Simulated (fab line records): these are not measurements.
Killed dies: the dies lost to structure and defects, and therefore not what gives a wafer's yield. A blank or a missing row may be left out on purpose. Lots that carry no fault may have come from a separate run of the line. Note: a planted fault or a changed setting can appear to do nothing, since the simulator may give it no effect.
A sampling plan put to the test ; flow sky130 ; one fab line, 49 faults that these records tell of, each judged on the records of the lots that it struck
What counts as the plan is the set of the line's own looks, namely the steps on the route at which a gauge or an inspection reads a wafer and does not change it. A look can be judged if struck wafers have a number there and the file gives its usual mean and standard deviation on fault-free wafers. Caught: at a look after the fault's first step, the mean of the struck wafers lies 4 or more of those standard deviations (sigma) from the usual mean. On the tool: the same test on the tool's own readings at the fault's steps. If the struck wafers alone have a blank record, or they carry another recipe, that too counts as caught.

== THE FAULTS, as the simulator had put them in ==
1. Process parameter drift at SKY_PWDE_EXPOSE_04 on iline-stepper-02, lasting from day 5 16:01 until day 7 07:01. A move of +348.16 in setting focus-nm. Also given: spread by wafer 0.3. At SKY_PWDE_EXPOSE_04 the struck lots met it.
2. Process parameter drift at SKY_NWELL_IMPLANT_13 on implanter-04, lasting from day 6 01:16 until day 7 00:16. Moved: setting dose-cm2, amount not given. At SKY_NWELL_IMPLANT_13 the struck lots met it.
3. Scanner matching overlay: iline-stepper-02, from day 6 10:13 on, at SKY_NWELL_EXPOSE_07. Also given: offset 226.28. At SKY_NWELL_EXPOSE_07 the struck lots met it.
4. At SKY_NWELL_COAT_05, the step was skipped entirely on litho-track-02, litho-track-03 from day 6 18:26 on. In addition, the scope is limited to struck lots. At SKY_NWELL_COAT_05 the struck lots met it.
5. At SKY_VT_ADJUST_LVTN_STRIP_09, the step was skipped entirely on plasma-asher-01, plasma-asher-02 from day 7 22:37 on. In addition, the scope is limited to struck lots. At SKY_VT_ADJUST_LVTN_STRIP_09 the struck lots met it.
6. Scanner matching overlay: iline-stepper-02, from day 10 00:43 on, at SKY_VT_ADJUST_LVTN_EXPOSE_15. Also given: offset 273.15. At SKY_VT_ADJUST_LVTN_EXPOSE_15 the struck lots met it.
7. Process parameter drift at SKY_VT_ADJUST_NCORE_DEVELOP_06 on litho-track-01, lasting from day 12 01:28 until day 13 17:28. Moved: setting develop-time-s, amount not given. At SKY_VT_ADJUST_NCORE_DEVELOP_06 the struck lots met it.
8. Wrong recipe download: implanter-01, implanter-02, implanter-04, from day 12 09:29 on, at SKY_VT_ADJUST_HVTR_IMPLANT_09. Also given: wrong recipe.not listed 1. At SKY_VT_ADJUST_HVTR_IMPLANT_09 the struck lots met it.
9. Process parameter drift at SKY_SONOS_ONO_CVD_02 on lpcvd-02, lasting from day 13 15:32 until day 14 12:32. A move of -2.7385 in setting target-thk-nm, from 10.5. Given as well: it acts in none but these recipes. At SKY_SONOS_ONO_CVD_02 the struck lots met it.
10. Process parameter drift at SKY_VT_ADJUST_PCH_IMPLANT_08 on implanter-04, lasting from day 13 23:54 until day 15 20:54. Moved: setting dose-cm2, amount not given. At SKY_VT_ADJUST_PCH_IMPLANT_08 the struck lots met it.
11. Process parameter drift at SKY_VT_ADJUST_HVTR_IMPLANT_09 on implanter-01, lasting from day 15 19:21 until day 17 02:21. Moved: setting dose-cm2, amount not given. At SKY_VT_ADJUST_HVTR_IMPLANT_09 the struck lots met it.
12. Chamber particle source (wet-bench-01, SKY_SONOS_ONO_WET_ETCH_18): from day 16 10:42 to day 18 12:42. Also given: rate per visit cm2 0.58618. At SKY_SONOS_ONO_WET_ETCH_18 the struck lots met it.
13. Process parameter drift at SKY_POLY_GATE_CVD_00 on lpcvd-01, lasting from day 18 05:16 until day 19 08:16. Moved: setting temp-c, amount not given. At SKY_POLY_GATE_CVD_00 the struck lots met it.
14. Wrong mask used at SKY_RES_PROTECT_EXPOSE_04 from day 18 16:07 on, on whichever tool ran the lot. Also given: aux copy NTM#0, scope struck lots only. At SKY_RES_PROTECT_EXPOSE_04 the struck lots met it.
15. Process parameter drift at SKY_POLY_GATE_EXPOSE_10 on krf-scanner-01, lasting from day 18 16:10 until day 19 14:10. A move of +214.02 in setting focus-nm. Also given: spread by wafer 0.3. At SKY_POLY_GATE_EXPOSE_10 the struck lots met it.
16. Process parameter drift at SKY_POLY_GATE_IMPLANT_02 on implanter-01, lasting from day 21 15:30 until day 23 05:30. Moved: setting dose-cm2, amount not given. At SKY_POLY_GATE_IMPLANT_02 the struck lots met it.
17. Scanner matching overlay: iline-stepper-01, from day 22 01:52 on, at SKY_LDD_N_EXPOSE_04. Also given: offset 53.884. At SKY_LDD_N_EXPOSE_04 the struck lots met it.
18. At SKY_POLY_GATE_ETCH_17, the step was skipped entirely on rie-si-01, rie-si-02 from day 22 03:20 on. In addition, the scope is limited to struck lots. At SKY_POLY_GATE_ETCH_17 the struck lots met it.
19. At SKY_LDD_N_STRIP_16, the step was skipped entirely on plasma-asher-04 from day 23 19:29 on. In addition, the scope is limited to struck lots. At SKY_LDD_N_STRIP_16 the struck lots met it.
20. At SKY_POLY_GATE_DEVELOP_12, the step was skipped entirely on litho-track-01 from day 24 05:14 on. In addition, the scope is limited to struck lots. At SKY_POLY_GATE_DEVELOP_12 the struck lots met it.
21. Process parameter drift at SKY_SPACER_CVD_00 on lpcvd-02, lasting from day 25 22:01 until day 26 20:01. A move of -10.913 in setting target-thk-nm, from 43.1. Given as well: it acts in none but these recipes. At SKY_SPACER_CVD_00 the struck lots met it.
22. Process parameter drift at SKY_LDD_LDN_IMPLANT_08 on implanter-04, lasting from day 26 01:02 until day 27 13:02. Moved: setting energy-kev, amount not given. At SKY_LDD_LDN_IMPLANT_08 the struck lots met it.
23. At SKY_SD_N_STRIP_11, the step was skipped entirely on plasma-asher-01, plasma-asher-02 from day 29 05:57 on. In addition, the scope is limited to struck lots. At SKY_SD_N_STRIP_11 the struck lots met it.
24. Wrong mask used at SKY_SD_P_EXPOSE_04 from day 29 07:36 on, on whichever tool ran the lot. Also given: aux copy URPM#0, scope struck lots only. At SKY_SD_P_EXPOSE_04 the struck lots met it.
25. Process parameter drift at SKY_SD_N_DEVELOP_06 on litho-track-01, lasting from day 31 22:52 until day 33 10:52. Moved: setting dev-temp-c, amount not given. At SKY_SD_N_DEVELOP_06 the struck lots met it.
26. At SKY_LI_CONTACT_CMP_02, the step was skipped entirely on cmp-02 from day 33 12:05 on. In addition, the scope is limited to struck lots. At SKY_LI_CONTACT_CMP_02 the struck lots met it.
27. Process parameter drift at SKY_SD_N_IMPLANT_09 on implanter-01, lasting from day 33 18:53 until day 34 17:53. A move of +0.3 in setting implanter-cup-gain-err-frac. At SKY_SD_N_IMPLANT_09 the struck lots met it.
28. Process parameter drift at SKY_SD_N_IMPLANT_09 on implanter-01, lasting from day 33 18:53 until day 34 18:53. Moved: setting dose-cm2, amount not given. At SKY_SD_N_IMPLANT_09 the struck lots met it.
29. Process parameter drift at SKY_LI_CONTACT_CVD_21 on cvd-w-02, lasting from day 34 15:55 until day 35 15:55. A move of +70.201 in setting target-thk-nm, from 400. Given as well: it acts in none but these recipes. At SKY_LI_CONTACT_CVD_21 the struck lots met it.
30. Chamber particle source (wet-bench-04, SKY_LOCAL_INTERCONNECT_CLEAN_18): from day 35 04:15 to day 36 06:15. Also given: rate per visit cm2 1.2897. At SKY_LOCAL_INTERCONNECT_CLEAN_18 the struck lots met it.
31. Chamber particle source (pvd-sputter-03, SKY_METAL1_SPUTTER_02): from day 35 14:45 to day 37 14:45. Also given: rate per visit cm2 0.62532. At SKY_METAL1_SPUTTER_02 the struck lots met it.
32. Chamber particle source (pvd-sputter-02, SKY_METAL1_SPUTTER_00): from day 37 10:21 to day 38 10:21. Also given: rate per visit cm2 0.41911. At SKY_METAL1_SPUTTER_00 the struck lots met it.
33. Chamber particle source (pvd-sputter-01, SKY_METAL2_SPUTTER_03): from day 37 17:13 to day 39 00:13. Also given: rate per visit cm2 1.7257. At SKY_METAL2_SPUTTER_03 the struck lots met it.
34. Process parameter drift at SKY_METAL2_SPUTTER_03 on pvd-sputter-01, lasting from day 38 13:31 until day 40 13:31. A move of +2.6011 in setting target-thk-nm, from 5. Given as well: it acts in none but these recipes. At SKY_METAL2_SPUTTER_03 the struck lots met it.
35. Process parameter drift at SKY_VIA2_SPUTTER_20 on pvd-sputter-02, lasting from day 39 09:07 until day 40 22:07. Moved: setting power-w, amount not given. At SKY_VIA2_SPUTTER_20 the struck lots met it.
36. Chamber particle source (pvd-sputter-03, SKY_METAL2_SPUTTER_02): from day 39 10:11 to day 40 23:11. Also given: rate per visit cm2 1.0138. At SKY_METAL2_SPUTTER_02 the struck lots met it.
37. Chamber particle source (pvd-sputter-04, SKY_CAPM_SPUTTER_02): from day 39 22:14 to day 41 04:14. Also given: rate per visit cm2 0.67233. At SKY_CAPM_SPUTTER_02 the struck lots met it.
38. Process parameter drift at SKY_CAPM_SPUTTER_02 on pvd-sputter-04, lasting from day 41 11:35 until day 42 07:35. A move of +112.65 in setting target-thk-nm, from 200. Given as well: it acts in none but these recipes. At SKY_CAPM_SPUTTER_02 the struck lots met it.
39. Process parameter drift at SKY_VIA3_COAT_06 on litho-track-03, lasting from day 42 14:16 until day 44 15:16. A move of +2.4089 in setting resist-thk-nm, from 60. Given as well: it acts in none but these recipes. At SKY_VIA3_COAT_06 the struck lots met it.
40. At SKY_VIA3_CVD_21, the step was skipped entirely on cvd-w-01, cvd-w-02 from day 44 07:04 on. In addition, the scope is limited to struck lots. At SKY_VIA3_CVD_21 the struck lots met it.
41. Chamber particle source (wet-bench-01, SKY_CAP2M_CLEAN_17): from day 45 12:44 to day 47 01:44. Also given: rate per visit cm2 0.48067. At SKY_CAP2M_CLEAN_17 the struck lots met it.
42. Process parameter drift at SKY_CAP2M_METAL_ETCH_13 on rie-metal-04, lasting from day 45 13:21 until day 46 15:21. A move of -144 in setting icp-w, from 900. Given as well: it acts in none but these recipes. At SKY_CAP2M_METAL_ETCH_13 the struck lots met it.
43. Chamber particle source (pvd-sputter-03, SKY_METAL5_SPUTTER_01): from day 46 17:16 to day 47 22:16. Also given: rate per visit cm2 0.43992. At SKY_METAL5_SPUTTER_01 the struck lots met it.
44. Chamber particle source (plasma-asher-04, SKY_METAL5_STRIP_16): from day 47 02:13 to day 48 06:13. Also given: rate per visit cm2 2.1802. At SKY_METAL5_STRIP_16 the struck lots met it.
45. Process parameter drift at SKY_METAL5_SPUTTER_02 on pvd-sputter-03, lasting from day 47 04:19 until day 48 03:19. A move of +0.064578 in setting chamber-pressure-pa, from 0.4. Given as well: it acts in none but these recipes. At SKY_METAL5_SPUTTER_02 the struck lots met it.
46. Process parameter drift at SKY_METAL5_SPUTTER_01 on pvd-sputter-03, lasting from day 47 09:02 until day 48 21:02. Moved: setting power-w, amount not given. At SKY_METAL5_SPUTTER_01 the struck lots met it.
47. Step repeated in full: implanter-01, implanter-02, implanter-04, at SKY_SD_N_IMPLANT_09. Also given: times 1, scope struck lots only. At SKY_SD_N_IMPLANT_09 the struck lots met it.
48. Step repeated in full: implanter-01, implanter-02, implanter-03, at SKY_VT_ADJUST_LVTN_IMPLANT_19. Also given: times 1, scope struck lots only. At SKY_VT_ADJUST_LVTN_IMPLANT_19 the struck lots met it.
49. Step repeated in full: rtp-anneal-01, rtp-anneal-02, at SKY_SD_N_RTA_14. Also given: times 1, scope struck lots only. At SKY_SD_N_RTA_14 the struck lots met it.

== WHAT THE PLAN SAW ==
fault;on the tool itself;first look that catches it;reading, sigma;median hours from its first step to that look;hours from the fault's start to the first struck lot there;judged looks passed uncaught
1;under 2 sigma;none of the 5 looks that can be judged after it;-;-;-;5
2;dose-ions-cm2 -99 or beyond sigma;not the one look that can be judged after it;strongest: NWELL_RS at SKY_NWELL_RS_MEAS_29, +3.7;-;-;1
3;under 2 sigma;SKY_NWELL_OVL_MEAS_10;NWELL_00_OVL +99 or beyond;9.6;16;0
4;the tool's record is blank for the struck wafers;SKY_NWELL_TW_MEAS_26;NWELL_2_TW +99 or beyond;30.6;33;0
5;the tool's record is blank for the struck wafers;SKY_VT_ADJUST_LVTN_TW_MEAS_21;VT_ADJUST_LVTN_2_TW -75;21.7;33;0
6;under 2 sigma;SKY_VT_ADJUST_LVTN_OVL_MEAS_18;VT_ADJUST_LVTN_01_OVL +99 or beyond;11.3;22;0
7;under 2 sigma;SKY_VT_ADJUST_NCORE_CD_MEAS_07;cd-nm +6.8;0.1;3;0
8;under 2 sigma;SKY_VT_ADJUST_HVTR_TW_MEAS_11;VT_ADJUST_HVTR_TW +47;0.2;9;0
9;no reading that can be judged;SKY_SONOS_ONO_THK_MEAS_03;SONOS_ONO_CVD_02_THK -22;1.1;4;0
10;dose-ions-cm2 -99 or beyond sigma;SKY_VT_ADJUST_PCH_TW_MEAS_10;VT_ADJUST_PCH_TW -17;0.2;1;0
11;dose-ions-cm2 -99 or beyond sigma;SKY_VT_ADJUST_HVTR_TW_MEAS_11;VT_ADJUST_HVTR_TW -42;0.2;7;0
12;no reading that can be judged;not the one look that can be judged after it;-;-;-;1
13;susceptor-temp-C -38 sigma;SKY_POLY_GATE_THK_MEAS_01;POLY_GATE_CVD_00_THK -23;1.2;7;0
14;under 2 sigma;SKY_RES_PROTECT_TW_MEAS_08;POLY_GATE_TW -91;15.4;16;0
15;no reading that can be judged;SKY_POLY_GATE_CD_MEAS_13;cd-nm -21;15.0;17;0
16;dose-ions-cm2 -99 or beyond sigma;SKY_RES_PROTECT_TW_MEAS_08;POLY_GATE_TW -7.3;0.2;2;0
17;under 2 sigma;SKY_LDD_N_OVL_MEAS_07;LDD_N_OVL +41;14.8;30;0
18;the tool's record is blank for the struck wafers;not the one look that can be judged after it;-;-;-;1
19;the tool's record is blank for the struck wafers;SKY_LDD_P_TW_MEAS_11;LDD_P_TW -95;30.1;34;0
20;no reading that can be judged;no look after it can be judged;-;-;-;0
21;no reading that can be judged;SKY_SPACER_THK_MEAS_01;SPACER_CVD_00_THK -24;1.2;6;0
22;beam-energy-keV +74 sigma;no look after it can be judged;-;-;-;0
23;the tool's record is blank for the struck wafers;not the one look that can be judged after it;-;-;-;1
24;under 2 sigma;SKY_SD_P_TW_MEAS_11;SD_P_TW -75;14.6;18;0
25;developer-temp-C -24 sigma;not the one look that can be judged after it;strongest: cd-nm at SKY_SD_N_CD_MEAS_07, +2.6;-;-;1
26;the tool's record is blank for the struck wafers;not the one look that can be judged after it;strongest: LI_CONTACT_BOW at SKY_LI_CONTACT_BOW_MEAS_03, +2.5;-;-;1
27;faraday-current-uA +9.0 sigma;SKY_SD_N_RS_MEAS_16;SD_N_RS +24;0.7;1;0
28;dose-ions-cm2 +99 or beyond sigma;SKY_SD_N_RS_MEAS_16;SD_N_RS -31;0.7;1;0
29;under 2 sigma;SKY_LI_CONTACT_RS_MEAS_22;LI_CONTACT_W_RS -12;0.1;2;0
30;no reading that can be judged;no look after it can be judged;-;-;-;0
31;under 2 sigma;not the one look that can be judged after it;-;-;-;1
32;under 2 sigma;not the one look that can be judged after it;-;-;-;1
33;under 2 sigma;no look after it can be judged;-;-;-;0
34;under 2 sigma;no look after it can be judged;-;-;-;0
35;cathode-dc-power-W -99 or beyond sigma;no look after it can be judged;-;-;-;0
36;under 2 sigma;not the one look that can be judged after it;-;-;-;1
37;under 2 sigma;no look after it can be judged;-;-;-;0
38;under 2 sigma;SKY_CAPM_RS_MEAS_03;CAPM_TIN_RS -42;0.1;4;0
39;under 2 sigma;no look after it can be judged;-;-;-;0
40;the tool's record is blank for the struck wafers;SKY_VIA3_RS_MEAS_22;VIA3_W_RS +99 or beyond;0.2;1;0
41;no reading that can be judged;none of the 3 looks that can be judged after it;-;-;-;3
42;rf-fwd-power-W -43 sigma;no look after it can be judged;-;-;-;0
43;under 2 sigma;no look after it can be judged;-;-;-;0
44;under 2 sigma;no look after it can be judged;-;-;-;0
45;chamber-pressure-pa +77 sigma;SKY_METAL5_RS_MEAS_05;METAL5_ALCU_RS +4.4;0.1;4;0
46;cathode-dc-power-W -99 or beyond sigma;no look after it can be judged;-;-;-;0
47;under 2 sigma;SKY_SD_N_RS_MEAS_16;SD_N_RS -47;1.3;-;1
48;no reading that can be judged;SKY_VT_ADJUST_LVTN_TW_MEAS_21;VT_ADJUST_LVTN_2_TW +20;0.6;-;0
49;under 2 sigma;no look after it can be judged;-;-;-;0
A dash: the fault is not caught, or the number is missing from these records.

Caught at a look: 25 of 49. Caught on the tool: 20 of 49. By one or the other: 34 of 49.
Caught on the tool alone: faults 2, 18, 22, 23, 25, 26, 35, 42, 46.
Caught at a look alone: faults 3, 6, 7, 8, 9, 14, 15, 17, 21, 24, 29, 38, 47, 48.
Caught by neither: faults 1, 12, 20, 30, 31, 32, 33, 34, 36, 37, 39, 41, 43, 44, 49.

== THINNER SAMPLING ==
Were the look that catches a fault to measure just every second or every third lot (counted by lot number), the first struck lot would, at worst, be measured this late:
fault;struck lots at that look, in order of time;every lot;every second lot;every third lot
3;L291, L294, L295, L297;16 h;22 h;may miss all 4
4;L536, L537;33 h;33 h;may miss all 2
5;L571, L572, L573;33 h;37 h;39 h
6;L169, L170, L171, L173;22 h;22 h;22 h
7;L203, L204;3 h;24 h;may miss all 2
8;L895, L896, L897, L898;9 h;13 h;14 h
9;L156, L158, L157;4 h;15 h;15 h
10;L769, L771;1 h;may miss all 2;may miss all 2
11;L520, L521;7 h;12 h;may miss all 2
13;L170, L171;7 h;27 h;may miss all 2
14;L692;16 h;may miss it;may miss it
15;L852, L851;17 h;20 h;may miss all 2
16;L526, L528;2 h;may miss all 2;may miss all 2
17;L777, L779, L780, L781;30 h;50 h;52 h
19;L434, L435;34 h;40 h;may miss all 2
21;L456, L455;6 h;7 h;may miss all 2
24;L686;18 h;may miss it;may miss it
27;L251, L252;1 h;5 h;may miss all 2
28;L222, L223;1 h;5 h;may miss all 2
29;L635, L637;2 h;may miss all 2;may miss all 2
38;L324, L326;4 h;may miss all 2;may miss all 2
40;L795, L796;1 h;5 h;may miss all 2
45;L508, L509;4 h;6 h;may miss all 2
Hours: fault start to first struck lot measured. The test against the limit of 4 sigma pooled every struck wafer, which means one lot taken alone may stay below that limit. Other struck lots may not be in these records.

== THE LONGEST TIMED WAY FROM STEP TO LOOK ==
In fault 4, a median of 30.6 hours elapses between SKY_NWELL_COAT_05 and SKY_NWELL_TW_MEAS_26. No look between them can be judged.
